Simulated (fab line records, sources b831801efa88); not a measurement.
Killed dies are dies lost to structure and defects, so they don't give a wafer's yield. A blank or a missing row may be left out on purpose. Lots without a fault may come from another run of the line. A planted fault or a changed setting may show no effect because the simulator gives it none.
Which tool did it? | flow gf180mcu | 6 lots, 18 wafers sampled, at 2 steps of a route of 602

WHAT THE GAUGES READ, wafer by wafer
GF_V5_BOW_MEAS_05.
lot  | measured     | on            | V5_BOW (um)
L607 | day 27 10:22 | film_metro-01 | 152 143 145
L610 | day 28 18:22 | film_metro-04 | 124 113 113
L613 | day 29 06:36 | film_metro-02 | 144 136 136
L615 | day 29 22:44 | film_metro-04 | 129 129 117
L617 | day 30 05:22 | film_metro-01 | 140 133 134
L623 | day 31 23:44 | film_metro-02 | 129 142 145

WHICH TOOL RAN EACH LOT (tool, then ch and the chambers of the sampled wafers, then the start)
lot  | GF_V5_CMP_04
L607 | cmp-01 ch 0,3, day 27 10:06
L610 | cmp-01 ch 0,1,3, day 28 18:09
L613 | cmp-02 ch 0,1,3, day 29 06:23
L615 | cmp-02 ch 0,1,2, day 29 22:26
L617 | cmp-01 ch 0,1,2, day 30 05:08
L623 | cmp-02 ch 0,3, day 31 23:25
- GF_V5_CMP_04: polishes SiO2.

THE ANSWER, worked out from the rows above alone
Rule: what is usual is taken from the lots themselves. Put in order of their means at a reading, lots are off if they are a third of the lots or fewer, leave a main group of 4 or more, and stand apart from it by a gap of 3 or more times the standard deviation of the main group's means; of several such gaps the widest counts. A main group whose means are all the same, to the digits that the tables above print for the reading, isn't used. A lot without any number at a reading at which 4 lots or more have one is off too. The other lots that the step has rows for count as sound.
No lot is off at any reading shown: from this, nothing can be told.

WHAT THE SIMULATOR HAD PUT IN
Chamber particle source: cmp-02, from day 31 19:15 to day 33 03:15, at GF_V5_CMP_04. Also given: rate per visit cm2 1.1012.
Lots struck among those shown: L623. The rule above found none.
